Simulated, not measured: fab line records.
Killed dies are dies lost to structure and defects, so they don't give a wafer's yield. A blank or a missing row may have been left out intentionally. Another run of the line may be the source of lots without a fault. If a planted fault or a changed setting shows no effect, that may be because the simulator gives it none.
fab line records	flow sky130
[record] lots = 24	wafers = 72	last_day = 50
route steps=708 shown POLY_GATE@231 SD_N@353 CONTACT@422 METAL1@440 METAL3@532 VIA3@593
lots with no fault: from the same line, run without faults
start_h: the number of hours between the record's first day and the start of the first shown wafer of the lot	wait_h: hours since the lot's step before	" same as the row above	L1.1+2: one row covering several wafers at once	- either no value or no given start	* or withheld: withheld	< > ~ a bound
route shown NAME@n: a module of which the file shows steps, and the number in the route of the first	usual: the fault-free wafers' mean and standard deviation	same: alike in all rows	chamber/n: place in a boat	sites: per-site readings	_std_site: standard deviation of those values	_edge_site: the outer-site mean with the inner-site mean subtracted	radius_mm: how far each site lies from the wafer's centre	mask NAME#n: copy n	behind: tool/chamber where the wafer was last shaped	hold: what put the lot on hold/how long, in hours/how the hold closed	device: which transistor (n, p or np) failed to switch	end of line: the same wafers' tests at the end of the route	where a step has no rows: the recipe by itself	killed: count of dies lost to structure and defects at first sort (not the wafer's yield)	map: per-die view of a wafer (x killed, . not killed, _ where there is no die)
set.NAME: the setting the step ran with; set.NAME@STEP: the setting that earlier step ran with	model.NAME: the simulator's own value behind a step, which no gauge read
a sample of lots followed through the steps of the route, with each step as a table and each wafer as a row
services: from which hour (start_h, from the record's first day; less than 0 if before it) a tool's chamber was out of use, for how many hours, and why
[[steps]]
[step SKY_POLY_GATE_ETCH_17]
[recipe] target_depth_nm = 180	stop_on = SiO2	over_etch_frac = 0.56667	chemistry = HBr/Cl2	target = poly-Si	icp_w = 413.3	bias_w = 100	pressure_mtorr = 10	HBr_flow_sccm = 150	Cl2_flow_sccm = 50	time_s = 70.5
[usual] drypump_motor_current_A = 5.66/0.28	oes_product_au = 0.991/0.0067	rf_fwd_power_W = 410.0/1.6	throttle_valve_pct = 33.684/0.0088
lot.wafer	tool	chamber	start_h	wait_h	drypump_motor_current_A	oes_product_au	rf_fwd_power_W	rf_hours_counter_h	throttle_valve_pct
L074.1	rie_si-01	0	370.81	0.0	5.65	0.993	408.4	1	33.680
L074.3	"	3	"	"	5.80	0.982	409.8	6	33.690
L074.4	"	2	"	"	6.16	0.982	409.8	2	33.678
L075.4	rie_si-02	2	371.86	0.0	5.49	0.997	409.7	66	33.700
L075.5	"	2	"	"	5.48	1.005	409.5	-	33.687
L075.6	"	1	"	"	5.20	1.004	412.0	-	33.674
L076.3	rie_si-02	0	383.76	0.0	5.34	0.997	409.0	1	33.675
L076.5	"	2	"	"	5.45	0.999	408.1	-	33.685
L076.6	"	3	"	"	5.84	0.993	410.8	-	33.667
L077.1	rie_si-02	0	389.00	0.0	5.33	0.987	407.4	1	33.688
L077.3	"	3	"	"	5.85	1.004	412.0	1	33.673
L077.4	"	2	"	"	5.49	0.994	410.3	67	33.680
L078.2	rie_si-01	0	398.36	0.0	5.67	0.996	409.3	2	33.690
L078.3	"	3	"	"	5.75	0.994	410.8	6	33.677
L078.4	"	1	"	"	5.76	0.999	410.5	2	33.683
L079.3	rie_si-01	1	416.16	0.0	5.74	0.996	407.7	2	33.684
L079.4	"	0	"	"	5.68	0.987	410.8	2	33.688
L079.6	"	1	"	"	5.76	1.002	406.6	-	33.673
L080.1	rie_si-01	1	422.56	0.0	5.76	0.989	411.0	2	33.688
L080.3	"	3	"	"	5.78	0.991	409.5	6	33.675
L080.6	"	1	"	"	5.75	0.991	409.7	-	33.681
L081.3	rie_si-01	3	437.16	0.0	5.78	0.992	410.5	6	33.689
L081.4	"	2	"	"	6.10	1.001	406.3	-	33.684
L081.6	"	1	"	"	5.76	0.999	411.0	-	33.686
L082.4	rie_si-01	1	440.73	0.1	5.76	0.987	411.3	-	33.675
L082.5	"	3	"	"	5.74	0.992	408.2	-	33.694
L082.6	"	2	"	"	6.12	0.994	410.1	-	33.690
L083.1	rie_si-02	1	452.75	0.0	5.15	0.992	412.6	1	33.692
L083.2	"	3	"	"	5.77	0.995	410.3	2	33.667
L083.4	"	3	"	"	5.77	0.996	409.0	-	33.694
L084.2	rie_si-01	2	465.66	0.0	6.12	1.006	408.2	2	33.672
L084.5	"	2	"	"	6.10	0.993	407.1	-	33.680
L084.6	"	1	"	"	5.73	0.991	408.6	-	33.685
L085.1	rie_si-02	3	466.20	0.0	5.81	0.992	414.2	2	33.675
L085.4	"	3	"	"	5.81	0.986	412.5	-	33.689
L085.6	"	0	"	"	5.31	0.978	411.2	-	33.677
L086.3	rie_si-01	3	475.11	0.0	5.77	0.987	410.5	7	33.680
L086.4	"	0	"	"	5.69	0.989	411.6	2	33.683
L086.6	"	2	"	"	6.12	0.990	409.8	-	33.693
L087.3	rie_si-02	2	492.96	0.0	5.47	0.986	409.1	0	33.682
L087.4	"	0	"	"	5.28	0.980	410.1	2	33.688
L087.6	"	2	"	"	5.49	0.985	410.4	-	33.682
L088.2	rie_si-01	1	500.26	0.0	5.76	0.997	408.2	3	33.682
L088.4	"	3	"	"	5.79	0.991	409.1	7	33.678
L088.6	"	0	"	"	5.68	0.993	410.4	-	33.683
L089.2	rie_si-02	3	504.00	0.1	5.75	0.981	412.4	3	33.703
L089.3	"	2	"	"	5.48	0.988	410.0	0	33.696
L089.5	"	2	"	"	5.48	0.993	408.5	-	33.691
L090.3	rie_si-01	0	513.86	0.0	5.67	0.987	412.8	2	33.677
L090.5	"	0	"	"	5.67	0.986	411.2	-	33.684
L090.6	"	1	"	"	5.76	0.993	410.6	-	33.687
L091.1	rie_si-02	2	522.70	0.0	5.45	0.995	413.3	0	33.688
L091.3	"	3	"	"	5.73	0.989	411.5	3	33.688
L091.6	"	2	"	"	5.48	0.991	411.9	-	33.692
L092.1	rie_si-01	0	531.65	0.0	5.67	0.989	411.0	2	33.670
L092.3	"	1	"	"	5.76	0.983	410.3	3	33.690
L092.5	"	0	"	"	5.66	0.999	409.9	-	33.690
L093.2	rie_si-02	0	536.51	0.0	5.30	0.990	406.1	2	33.693
L093.4	"	1	"	"	5.17	0.993	411.8	1	33.682
L093.6	"	3	"	"	5.82	0.986	411.9	-	33.681
L094.1	rie_si-01	2	545.41	0.0	6.07	0.990	408.0	3	33.675
L094.4	"	0	"	"	5.68	0.991	410.9	2	33.663
L094.6	"	3	"	"	5.77	0.995	409.2	-	33.696
L095.2	rie_si-02	3	554.96	0.0	5.82	0.994	412.0	3	33.685
L095.5	"	3	"	"	5.79	0.990	412.3	-	33.690
L095.6	"	2	"	"	5.46	0.982	408.4	-	33.680
L097.2	rie_si-01	3	585.05	0.0	5.77	0.990	409.9	7	33.693
L097.4	"	2	"	"	6.09	0.981	407.8	3	33.685
L097.5	"	1	"	"	5.76	0.982	410.0	-	33.680
L096.1	rie_si-02	1	585.61	0.0	5.18	0.990	409.3	1	33.695
L096.3	"	2	"	"	5.46	0.990	409.9	0	33.665
L096.4	"	0	"	"	5.33	0.971	408.8	2	33.680
[step SKY_SD_N_STRIP_11]
[recipe] chemistry = O2/N2	power_w = 1400	pressure_mtorr = 1500	platen_temp_c = withheld	o2_flow_sccm = 3000	n2_flow_sccm = 300	overash_fraction = 0.5
[usual] drypump_motor_current_A = 5.9/0.42	n2_flow_sccm = 300.0/0.91	oes_product_au = 0.526/0.0045	strip_time_to_endpoint_s = 22.68/0.052
lot.wafer	tool	chamber	start_h	wait_h	drypump_motor_current_A	n2_flow_sccm	oes_product_au	rf_hours_counter_h	strip_time_to_endpoint_s
L074.1	plasma_asher-02	0	644.87	0.1	5.2	297.7	0.521	98	22.64
L074.3	"	0	"	"	5.2	299.3	0.524	-	22.66
L074.4	"	1	"	"	6.1	300.6	0.535	-	22.67
L075.4	plasma_asher-01	1	646.90	0.1	6.0	299.2	0.526	-	22.59
L075.5	"	0	"	"	6.5	299.7	0.529	-	22.66
L075.6	"	1	"	"	6.0	300.7	0.521	-	22.60
L076.3	plasma_asher-02	0	674.33	0.1	5.2	300.5	0.526	-	22.71
L076.5	"	1	"	"	6.1	298.6	0.524	-	22.76
L076.6	"	0	"	"	5.2	301.2	0.527	-	22.72
L077.1	plasma_asher-04	0	674.42	0.1	5.8	300.7	0.525	56	22.76
L077.3	"	0	"	"	5.8	299.5	0.532	-	22.79
L077.4	"	1	"	"	5.5	299.9	0.522	-	22.78
L078.2	plasma_asher-01	0	675.07	0.1	6.5	301.7	0.526	23	22.75
L078.3	"	0	"	"	6.5	299.4	0.522	-	22.69
L078.4	"	1	"	"	6.0	300.0	0.524	-	22.73
L079.3	plasma_asher-01	0	687.61	0.1	6.5	302.2	0.527	-	22.70
L079.4	"	1	"	"	6.0	300.1	0.518	-	22.72
L079.6	"	1	"	"	6.0	300.6	0.510	-	22.75
L080.1	plasma_asher-04	0	695.05	0.1	5.9	301.4	0.522	58	22.65
L080.3	"	1	"	"	5.5	300.0	0.520	-	22.67
L080.6	"	1	"	"	5.5	300.9	0.528	-	22.64
L081.3	plasma_asher-04	0	708.83	0.1	5.8	299.1	0.526	-	22.72
L081.4	"	1	"	"	5.6	299.9	0.532	-	22.63
L081.6	"	1	"	"	5.5	298.6	0.531	-	22.66
L082.4	plasma_asher-02	0	711.95	0.1	5.2	299.8	0.528	-	22.61
L082.5	"	0	"	"	5.2	298.4	0.524	-	22.72
L082.6	"	1	"	"	6.1	299.5	0.525	-	22.61
L083.1	plasma_asher-01	0	725.12	0.1	6.5	299.1	0.523	27	22.62
L083.2	"	1	"	"	6.0	299.9	0.522	27	22.59
L083.4	"	0	"	"	6.5	299.4	0.529	-	22.62
L085.1	plasma_asher-01	0	736.15	0.1	6.5	300.4	0.520	29	22.67
L085.4	"	0	"	"	6.5	299.7	0.527	-	22.68
L085.6	"	0	"	"	6.5	298.9	0.528	-	22.70
L084.2	plasma_asher-04	1	736.53	0.1	5.5	298.7	0.519	62	22.63
L084.5	"	1	"	"	5.5	300.6	0.523	-	22.62
L084.6	"	0	"	"	5.8	301.7	0.529	-	22.66
L086.3	plasma_asher-01	0	742.46	0.1	6.5	300.0	0.532	-	22.72
L086.4	"	1	"	"	6.0	301.8	0.527	-	22.65
L086.6	"	0	"	"	6.5	299.4	0.530	-	22.75
L087.3	plasma_asher-02	0	760.33	0.1	5.2	300.2	0.526	-	22.66
L087.4	"	1	"	"	6.1	301.5	0.519	-	22.67
L087.6	"	0	"	"	5.2	299.7	0.526	-	22.69
L088.2	plasma_asher-02	0	767.37	0.1	5.3	299.1	0.530	2	22.72
L088.4	"	0	"	"	5.3	300.0	0.533	-	22.68
L088.6	"	0	"	"	5.2	300.7	0.527	-	22.72
L089.2	plasma_asher-02	1	779.77	0.1	6.1	300.5	0.529	3	22.72
L089.3	"	1	"	"	6.1	298.3	0.523	-	22.67
L089.5	"	1	"	"	6.1	300.3	0.524	-	22.64
L090.3	plasma_asher-04	1	780.10	0.1	5.5	300.3	0.525	-	22.74
L090.5	"	0	"	"	5.8	300.2	0.528	-	22.70
L090.6	"	1	"	"	5.6	300.2	0.533	-	22.75
L091.1	plasma_asher-02	1	786.35	0.1	6.1	298.8	0.522	4	22.71
L091.3	"	0	"	"	5.2	300.4	0.528	-	22.70
L091.6	"	1	"	"	6.1	299.3	0.528	-	22.69
L092.1	plasma_asher-04	1	792.02	0.1	5.5	300.4	0.527	68	22.58
L092.3	"	0	"	"	5.8	300.7	0.521	-	22.61
L092.5	"	1	"	"	5.5	301.5	0.525	-	22.58
L093.2	plasma_asher-04	0	796.45	0.1	5.9	300.1	0.528	69	22.72
L093.4	"	0	"	"	5.8	299.6	0.532	-	22.70
L093.6	"	1	"	"	5.5	300.2	0.525	-	22.69
L094.1	plasma_asher-02	1	804.05	0.1	6.1	299.8	0.529	7	22.62
L094.4	"	1	"	"	6.1	299.9	0.525	-	22.60
L094.6	"	1	"	"	6.1	299.5	0.519	-	22.57
L095.2	plasma_asher-02	1	812.78	0.1	6.2	299.6	0.529	9	22.65
L095.5	"	1	"	"	6.1	300.1	0.521	-	22.68
L095.6	"	0	"	"	5.2	299.3	0.530	-	22.68
L096.1	plasma_asher-01	1	842.00	0.1	6.0	299.5	0.523	37	22.73
L096.3	"	1	"	"	6.0	299.8	0.526	-	22.72
L096.4	"	0	"	"	6.5	299.7	0.530	-	22.70
L097.2	plasma_asher-01	0	842.43	0.1	6.5	301.3	0.526	37	22.75
L097.4	"	1	"	"	6.0	300.3	0.522	-	22.69
L097.5	"	1	"	"	6.0	299.6	0.525	-	22.74
[step SKY_CONTACT_ETCH_16]
[recipe] chemistry = N2/H2	target = BARC	ion_energy_ev = 200	source_w = 500	bias_w = 100	pressure_mtorr = 30	n2_flow_sccm = 100	h2_flow_sccm = 200	stop_on = SiO2	time_s = 45.9	target_depth_a = 600
[usual] drypump_motor_current_A = 5.6/0.53	n2_flow_sccm = 100.00/0.29	oes_product_au = 0.854/0.0049	rf_fwd_power_W = 494.4/2	throttle_valve_pct = 13.224/0.0085
lot.wafer	tool	chamber	start_h	wait_h	drypump_motor_current_A	n2_flow_sccm	oes_product_au	rf_fwd_power_W	rf_hours_counter_h	throttle_valve_pct
L074.1	rie_diel-04	1	734.62	0.0	5.9	99.73	0.860	491.1	7	13.215
L074.3	"	0	"	"	5.5	100.39	0.848	496.6	6	13.210
L074.4	"	2	"	"	4.9	99.89	0.843	492.1	13	13.218
L075.4	rie_diel-04	0	736.58	0.0	5.5	100.36	0.849	495.7	6	13.223
L075.5	"	2	"	"	4.8	100.34	0.854	495.4	-	13.229
L075.6	"	1	"	"	5.9	100.23	0.856	496.3	-	13.221
L076.3	rie_diel-03	3	762.78	0.0	5.9	100.13	0.851	492.1	2	13.227
L076.5	"	1	"	"	6.5	99.83	0.848	492.3	-	13.221
L076.6	"	2	"	"	5.4	100.50	0.862	498.5	-	13.221
L077.1	rie_diel-02	2	763.22	0.0	5.9	99.80	0.857	495.5	1	13.225
L077.3	"	1	"	"	6.7	99.96	0.852	491.6	11	13.222
L077.4	"	3	"	"	6.0	99.90	0.857	493.2	14	13.226
L078.2	rie_diel-02	3	764.08	0.0	6.0	100.10	0.860	495.9	15	13.240
L078.3	"	1	"	"	6.7	100.06	0.852	490.7	11	13.214
L078.4	"	2	"	"	5.9	100.31	0.846	498.5	1	13.229
L079.3	rie_diel-04	0	774.98	0.0	5.5	99.72	0.848	494.3	7	13.223
L079.4	"	2	"	"	4.9	99.59	0.840	493.5	15	13.223
L079.6	"	1	"	"	5.9	99.91	0.859	494.2	-	13.228
L080.1	rie_diel-04	2	782.63	0.0	4.9	99.77	0.856	495.3	15	13.226
L080.3	"	1	"	"	5.9	99.96	0.853	492.6	8	13.236
L080.6	"	2	"	"	4.9	99.95	0.849	492.9	-	13.222
L081.3	rie_diel-04	0	794.72	0.0	5.5	100.16	0.860	495.8	8	13.238
L081.4	"	2	"	"	4.9	99.80	0.855	494.7	15	13.232
L081.6	"	0	"	"	5.5	99.96	0.861	496.9	-	13.223
L082.4	rie_diel-03	1	796.73	0.0	6.5	100.56	0.850	493.4	6	13.229
L082.5	"	0	"	"	5.0	100.34	0.847	493.4	-	13.228
L082.6	"	1	"	"	6.5	100.32	0.843	494.1	-	13.216
L083.1	rie_diel-02	0	810.63	0.0	5.5	99.76	0.852	493.9	15	13.217
L083.2	"	3	"	"	6.0	100.13	0.861	493.6	16	13.233
L083.4	"	2	"	"	5.9	99.67	0.857	494.8	3	13.216
L085.1	rie_diel-03	3	819.98	0.0	5.9	99.61	0.856	494.5	4	13.214
L085.4	"	0	"	"	5.0	100.30	0.858	490.8	1	13.215
L085.6	"	0	"	"	5.0	99.87	0.850	490.8	-	13.231
L084.2	rie_diel-02	0	820.68	0.0	5.5	99.85	0.854	493.0	15	13.228
L084.5	"	3	"	"	6.0	99.52	0.857	496.1	-	13.234
L084.6	"	0	"	"	5.5	99.61	0.846	494.0	-	13.218
L086.3	rie_diel-03	3	826.12	0.0	5.9	99.92	0.859	492.3	4	13.218
L086.4	"	1	"	"	6.5	99.74	0.862	492.8	-	13.229
L086.6	"	0	"	"	5.0	100.24	0.856	494.0	-	13.229
L087.3	rie_diel-04	1	843.28	0.0	5.9	100.02	0.854	494.0	10	13.233
L087.4	"	0	"	"	5.5	100.08	0.854	496.1	10	13.229
L087.6	"	0	"	"	5.5	100.39	0.855	494.1	-	13.221
L088.2	rie_diel-04	0	850.68	0.0	5.5	99.45	0.855	500.2	10	13.217
L088.4	"	1	"	"	5.9	99.91	0.852	493.5	11	13.239
L088.6	"	1	"	"	5.9	99.97	0.848	492.7	-	13.232
L089.2	rie_diel-02	2	862.33	0.0	5.9	99.86	0.854	498.5	4	13.231
L089.3	"	3	"	"	6.0	100.15	0.856	494.4	17	13.213
L089.5	"	3	"	"	6.0	99.92	0.855	494.7	-	13.223
L090.3	rie_diel-04	0	862.68	0.0	5.5	100.25	0.847	497.0	10	13.221
L090.5	"	1	"	"	5.9	99.55	0.857	495.7	-	13.222
L090.6	"	0	"	"	5.5	100.25	0.842	497.5	-	13.222
L091.1	rie_diel-02	2	868.13	0.0	5.9	99.92	0.850	495.9	4	13.231
L091.3	"	3	"	"	6.0	100.08	0.860	495.2	17	13.210
L091.6	"	3	"	"	6.0	99.79	0.849	494.5	-	13.225
L092.1	rie_diel-02	1	875.03	0.0	6.7	100.27	0.858	490.4	14	13.239
L092.3	"	3	"	"	6.0	100.82	0.848	491.6	18	13.222
L092.5	"	3	"	"	6.0	100.58	0.854	492.2	-	13.240
L093.2	rie_diel-04	3	879.17	0.0	5.1	100.29	0.853	494.8	6	13.241
L093.4	"	0	"	"	5.5	99.98	0.851	495.4	11	13.240
L093.6	"	1	"	"	5.9	100.10	0.850	493.0	-	13.216
L094.1	rie_diel-04	1	886.43	0.0	5.9	99.97	0.845	495.0	12	13.222
L094.4	"	3	"	"	5.1	100.42	0.851	495.6	6	13.211
L094.6	"	3	"	"	5.1	99.19	0.857	494.3	-	13.239
L095.2	rie_diel-03	1	894.42	0.0	6.5	100.03	0.863	491.7	10	13.216
L095.5	"	1	"	"	6.5	99.55	0.867	495.4	-	13.232
L095.6	"	0	"	"	5.0	100.46	0.858	493.0	-	13.230
L096.1	rie_diel-03	2	923.17	0.0	5.4	100.28	0.846	497.2	11	13.221
L096.3	"	0	"	"	5.0	99.89	0.847	491.4	5	13.227
L096.4	"	0	"	"	5.0	99.85	0.856	491.1	-	13.221
L097.2	rie_diel-04	0	924.48	0.0	5.5	99.94	0.854	495.7	12	13.232
L097.4	"	1	"	"	5.9	99.46	0.850	493.1	13	13.215
L097.5	"	2	"	"	4.9	100.40	0.858	493.8	-	13.226
[step SKY_METAL1_THK_MEAS_06]
[recipe] thk_meas_gauge = xrf	reads = AlCu_of_METAL1_SPUTTER_02
[usual] METAL1_ALCU_THK = 248/3.9
lot.wafer	tool	chamber	start_h	wait_h	METAL1_ALCU_THK[nm]
L074.1	film_metro-04	-	736.32	0.1	248
L074.3	"	-	"	"	251
L074.4	"	-	"	"	252
L075.4	film_metro-02	-	738.33	0.1	242
L075.5	"	-	"	"	243
L075.6	"	-	"	"	245
L076.3	film_metro-04	-	764.49	0.1	254
L076.5	"	-	"	"	253
L076.6	"	-	"	"	253
L077.1	film_metro-01	-	765.21	0.1	253
L077.3	"	-	"	"	252
L077.4	"	-	"	"	254
L078.2	film_metro-04	-	766.12	0.1	254
L078.3	"	-	"	"	253
L078.4	"	-	"	"	249
L079.3	film_metro-01	-	776.69	0.1	242
L079.4	"	-	"	"	240
L079.6	"	-	"	"	241
L080.1	film_metro-04	-	784.27	0.1	249
L080.3	"	-	"	"	252
L080.6	"	-	"	"	250
L081.3	film_metro-04	-	796.37	0.1	253
L081.4	"	-	"	"	254
L081.6	"	-	"	"	255
L082.4	film_metro-04	-	798.40	0.1	248
L082.5	"	-	"	"	248
L082.6	"	-	"	"	248
L083.1	film_metro-01	-	812.27	0.1	254
L083.2	"	-	"	"	257
L083.4	"	-	"	"	256
L085.1	film_metro-01	-	821.62	0.1	250
L085.4	"	-	"	"	253
L085.6	"	-	"	"	252
L084.2	film_metro-04	-	822.32	0.1	248
L084.5	"	-	"	"	249
L084.6	"	-	"	"	249
L086.3	film_metro-02	-	827.84	0.1	244
L086.4	"	-	"	"	245
L086.6	"	-	"	"	245
L087.3	film_metro-02	-	845.02	0.1	249
L087.4	"	-	"	"	247
L087.6	"	-	"	"	248
L088.2	film_metro-02	-	852.32	0.1	243
L088.4	"	-	"	"	246
L088.6	"	-	"	"	246
L089.2	film_metro-04	-	863.98	0.1	249
L089.3	"	-	"	"	247
L089.5	"	-	"	"	249
L090.3	film_metro-01	-	864.34	0.1	250
L090.5	"	-	"	"	247
L090.6	"	-	"	"	249
L091.1	film_metro-01	-	869.76	0.1	246
L091.3	"	-	"	"	246
L091.6	"	-	"	"	246
L092.1	film_metro-01	-	877.12	0.1	248
L092.3	"	-	"	"	248
L092.5	"	-	"	"	247
L093.2	film_metro-01	-	880.89	0.1	246
L093.4	"	-	"	"	247
L093.6	"	-	"	"	245
L094.1	film_metro-04	-	888.10	0.1	254
L094.4	"	-	"	"	251
L094.6	"	-	"	"	252
L095.2	film_metro-02	-	896.13	0.1	245
L095.5	"	-	"	"	244
L095.6	"	-	"	"	246
L096.1	film_metro-04	-	924.85	0.1	249
L096.3	"	-	"	"	249
L096.4	"	-	"	"	249
L097.2	film_metro-02	-	926.14	0.1	243
L097.4	"	-	"	"	242
L097.5	"	-	"	"	244
[step SKY_METAL3_SPUTTER_00]
[recipe] material = Ti	target_thk_nm = 15	power_w = 3000	time_s = 10	chamber_pressure_pa = 0.4
[usual] throttle_valve_pct = 30.0/0.86
lot.wafer	tool	chamber	start_h	wait_h	throttle_valve_pct
L074.1	pvd_sputter-04	-	848.28	0.1	31.0
L074.3	"	-	"	"	28.8
L074.4	"	-	"	"	30.6
L075.4	pvd_sputter-02	-	850.23	0.1	29.3
L075.5	"	-	"	"	31.2
L075.6	"	-	"	"	30.8
L076.3	pvd_sputter-02	-	874.34	0.2	30.6
L076.5	"	-	"	"	30.8
L076.6	"	-	"	"	28.9
L077.1	pvd_sputter-02	-	875.77	0.1	31.0
L077.3	"	-	"	"	30.9
L077.4	"	-	"	"	29.5
L078.2	pvd_sputter-01	-	877.24	0.1	29.3
L078.3	"	-	"	"	31.2
L078.4	"	-	"	"	30.3
L079.3	pvd_sputter-02	-	887.24	0.2	29.2
L079.4	"	-	"	"	30.7
L079.6	"	-	"	"	29.2
L080.1	pvd_sputter-02	-	895.33	0.1	29.2
L080.3	"	-	"	"	29.2
L080.6	"	-	"	"	29.3
L081.3	pvd_sputter-01	-	907.10	0.1	31.4
L081.4	"	-	"	"	29.5
L081.6	"	-	"	"	29.5
L082.4	pvd_sputter-01	-	908.09	0.2	31.1
L082.5	"	-	"	"	31.1
L082.6	"	-	"	"	29.2
L083.1	pvd_sputter-04	-	921.49	0.1	30.6
L083.2	"	-	"	"	30.8
L083.4	"	-	"	"	30.6
L085.1	pvd_sputter-02	-	930.79	0.1	29.5
L085.4	"	-	"	"	29.1
L085.6	"	-	"	"	30.9
L084.2	pvd_sputter-04	-	931.09	0.2	30.8
L084.5	"	-	"	"	31.2
L084.6	"	-	"	"	30.8
L086.3	pvd_sputter-02	-	935.81	0.1	30.8
L086.4	"	-	"	"	28.9
L086.6	"	-	"	"	31.2
L087.3	pvd_sputter-02	-	951.73	0.2	29.3
L087.4	"	-	"	"	29.5
L087.6	"	-	"	"	28.9
L088.2	pvd_sputter-04	-	959.40	0.2	30.8
L088.4	"	-	"	"	28.8
L088.6	"	-	"	"	30.9
L089.2	pvd_sputter-01	-	968.20	0.1	31.2
L089.3	"	-	"	"	29.2
L089.5	"	-	"	"	30.1
L090.3	pvd_sputter-02	-	970.90	0.2	30.8
L090.5	"	-	"	"	29.2
L090.6	"	-	"	"	29.4
L091.1	pvd_sputter-01	-	975.34	0.1	29.1
L091.3	"	-	"	"	30.4
L091.6	"	-	"	"	30.3
L092.1	pvd_sputter-01	-	980.95	0.2	28.9
L092.3	"	-	"	"	31.1
L092.5	"	-	"	"	29.3
L093.2	pvd_sputter-01	-	983.71	0.2	28.9
L093.4	"	-	"	"	30.1
L093.6	"	-	"	"	29.5
L094.1	pvd_sputter-01	-	991.24	0.2	29.5
L094.4	"	-	"	"	30.5
L094.6	"	-	"	"	29.7
L095.2	pvd_sputter-01	-	998.57	0.1	30.2
L095.5	"	-	"	"	30.2
L095.6	"	-	"	"	29.0
L096.1	pvd_sputter-04	-	1025.20	0.1	30.9
L096.3	"	-	"	"	31.0
L096.4	"	-	"	"	28.8
L097.2	pvd_sputter-04	-	1026.40	0.2	30.6
L097.4	"	-	"	"	30.8
L097.5	"	-	"	"	29.1
[step SKY_VIA3_SPUTTER_20]
[recipe] material = TiN	target_thk_nm = 20	chamber_pressure_pa = 5	power_w = 4000	time_s = 80
[usual] throttle_valve_pct = 30.3/1
lot.wafer	tool	chamber	start_h	wait_h	throttle_valve_pct
L074.1	pvd_sputter-02	-	927.70	0.0	31.0
L074.3	"	-	"	"	29.3
L074.4	"	-	"	"	30.7
L075.4	pvd_sputter-02	-	928.93	0.0	30.9
L075.5	"	-	"	"	29.1
L075.6	"	-	"	"	29.4
L076.3	pvd_sputter-02	-	952.65	0.0	31.0
L076.5	"	-	"	"	29.5
L076.6	"	-	"	"	29.1
L077.1	pvd_sputter-03	-	953.26	0.0	32.2
L077.3	"	-	"	"	30.2
L077.4	"	-	"	"	29.3
L078.2	pvd_sputter-03	-	954.86	0.0	32.2
L078.3	"	-	"	"	30.2
L078.4	"	-	"	"	30.9
L079.3	pvd_sputter-02	-	964.69	0.0	29.1
L079.4	"	-	"	"	30.9
L079.6	"	-	"	"	29.5
L080.1	pvd_sputter-02	-	971.09	0.0	29.4
L080.3	"	-	"	"	29.3
L080.6	"	-	"	"	30.5
L081.3	pvd_sputter-03	-	983.77	0.0	32.4
L081.4	"	-	"	"	29.0
L081.6	"	-	"	"	30.3
L082.4	pvd_sputter-03	-	984.14	0.0	30.3
L082.5	"	-	"	"	32.2
L082.6	"	-	"	"	30.7
L083.1	pvd_sputter-04	-	996.57	0.0	29.2
L083.2	"	-	"	"	31.1
L083.4	"	-	"	"	30.5
L085.1	pvd_sputter-04	-	1005.70	0.0	30.7
L085.4	"	-	"	"	30.6
L085.6	"	-	"	"	31.1
L084.2	pvd_sputter-04	-	1006.44	0.0	30.6
L084.5	"	-	"	"	30.7
L084.6	"	-	"	"	29.0
L086.3	pvd_sputter-03	-	1010.57	0.0	30.6
L086.4	"	-	"	"	29.2
L086.6	"	-	"	"	30.3
L087.3	pvd_sputter-04	-	1023.71	0.0	30.6
L087.4	"	-	"	"	30.8
L087.6	"	-	"	"	30.7
L088.2	pvd_sputter-03	-	1032.23	0.0	29.2
L088.4	"	-	"	"	30.4
L088.6	"	-	"	"	30.4
L089.2	pvd_sputter-02	-	1039.30	0.0	30.5
L089.3	"	-	"	"	29.1
L089.5	"	-	"	"	29.2
L090.3	pvd_sputter-02	-	1041.91	0.0	31.3
L090.5	"	-	"	"	29.3
L090.6	"	-	"	"	29.1
L091.1	pvd_sputter-03	-	1046.31	0.0	32.1
L091.3	"	-	"	"	30.1
L091.6	"	-	"	"	30.7
L092.1	pvd_sputter-03	-	1052.35	0.0	32.1
L092.3	"	-	"	"	30.5
L092.5	"	-	"	"	32.2
L093.2	pvd_sputter-02	-	1055.15	0.0	30.9
L093.4	"	-	"	"	29.4
L093.6	"	-	"	"	29.1
L094.1	pvd_sputter-03	-	1061.43	0.0	30.8
L094.4	"	-	"	"	30.3
L094.6	"	-	"	"	32.1
L095.2	pvd_sputter-03	-	1067.71	0.0	30.9
L095.5	"	-	"	"	30.1
L095.6	"	-	"	"	29.0
L096.1	pvd_sputter-03	-	1092.95	0.0	30.3
L096.3	"	-	"	"	30.7
L096.4	"	-	"	"	31.0
L097.2	pvd_sputter-02	-	1094.64	0.0	29.6
L097.4	"	-	"	"	30.5
L097.5	"	-	"	"	30.8
[[services]]
tool	chamber	start_h	hours	kind
rie_diel-04	2	356.78	43.3	repair
rie_si-01	-	381.62	0.2	repair
rie_si-01	3	384.36	0.9	repair
rie_si-01	0	417.30	7.6	repair
pvd_sputter-02	-	432.15	4.5	repair
rie_si-01	0	435.57	7.5	repair
rie_si-01	-	442.97	14.6	pm
rie_diel-04	-	453.11	14.6	pm
rie_si-01	-	460.31	0.2	repair
pvd_sputter-03	-	505.71	8.5	repair
pvd_sputter-02	-	521.54	3.0	repair
rie_diel-04	-	527.17	4.3	pm
pvd_sputter-03	-	546.45	1.8	repair
pvd_sputter-02	-	589.99	5.9	repair
rie_si-01	2	608.95	19.9	repair
rie_si-01	1	680.18	1.4	repair
rie_si-01	-	689.51	0.5	repair
rie_si-01	3	747.09	6.4	repair
rie_si-01	2	778.40	15.3	repair
rie_si-01	1	780.40	36.8	repair
rie_si-01	0	932.02	9.7	repair
pvd_sputter-02	-	965.46	5.1	repair
rie_si-01	2	1029.71	18.7	repair
rie_si-01	1	1059.42	5.8	repair
[[key]]
fault none
